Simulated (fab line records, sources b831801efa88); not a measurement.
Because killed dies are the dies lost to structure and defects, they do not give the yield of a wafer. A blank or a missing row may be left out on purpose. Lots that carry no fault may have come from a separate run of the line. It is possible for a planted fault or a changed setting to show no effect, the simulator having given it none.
Code-filled problem report in 8D (eight disciplines) form	flow sky130	the parts of the form that need people (team, actions taken, sign-off) are left out

1. WHAT IS WRONG
killed_at_front_end at SKY_PAD_OPEN_PROBE_99 reads a mean of 70 on 6 wafers of 3 lots; wafers without a fault read 14 with a standard deviation of 4.2. That puts it +13 standard deviations away from the usual mean.
First seen on wafer L479.2, day 47 04:42, on prober-01. Wafers with a number at this step in the record: 9, from 3 lots. Rule for "out" (also "out of limits"): further than 4 standard deviations from the usual mean. The other wafers with a number count as sound.

2. WHAT IT IS; WHAT IT IS NOT
question	is	is not
which readings at this step	killed_at_front_end, killed_dies	killed_at_M0_to_M3, killed_at_M4_up, killed_at_contacts, killed_at_other, killed_open, killed_short
which lots	L479, L480, L481	-
which wafers of those lots	L479.2, L479.6, L480.1, L480.4, L481.2, L481.5	L479.3, L480.3, L481.1
read on which tools	prober-01, prober-02	-
when	from day 47 04:42	up to then (0 sound wafers); but 3 sound wafers of L479, L480, L481 came after

3. SUSPECTS, AND WHAT RULES EACH OUT
Counting: if a tool at a process step up to the reading ran every lot that is out, it stays a suspect. Sound lots after the first of them don't rule it out here, since some wafers of a struck lot are sound.
- plasma_asher-03 at SKY_SD_N_STRIP_11 (strips in O2/N2): kept. It ran every lot that is out, first L479 (day 29 11:41).
- Within plasma_asher-03 at SKY_SD_N_STRIP_11, the wafers that are out were processed in chamber 0 and their sound lot-mates in chamber 1.
After counting, what remains is plasma_asher-03 at SKY_SD_N_STRIP_11.

4. THE CAUSE (what the simulator had put in)
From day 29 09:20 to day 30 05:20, plasma_asher-03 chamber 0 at SKY_SD_N_STRIP_11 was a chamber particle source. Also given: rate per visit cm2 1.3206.
This tool alone remained once counting was done.

5. THE EFFECT CHAIN, in route order
Each row: a reading where the mean over the struck wafers with a number is more than 3 standard deviations away from the usual. Scope: only readings with a usual standard deviation given in the record; hours: median across lots of the time from each lot's start at the first step in this table that gives one to its start at this step; sigmas: change in usual standard deviations.
hours	step	reading	usual	on struck wafers	change	sigmas
0	SKY_PAD_OPEN_PROBE_99	killed_at_front_end	14	70	+56	+13
0	SKY_PAD_OPEN_PROBE_99	killed_dies	85	138	+53	+6.2
Here are the process steps it includes:
- SKY_PAD_OPEN_PROBE_99

6. HOW IT WOULD HAVE BEEN CAUGHT EARLIER
427 hours passed between the start of the fault at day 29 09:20 and the first reading out of limits in this record, taken at day 47 04:42.
Tool readings at SKY_SD_N_STRIP_11 with a usual standard deviation given in the record: none out on any struck wafer, hence no alarm at a limit of 4 standard deviations on them.
The start of SKY_SD_N_STRIP_11 on plasma_asher-03 came by day 47 04:42 for every one of the lots that are out (3). Holding the tool at that point would not have protected any of them.
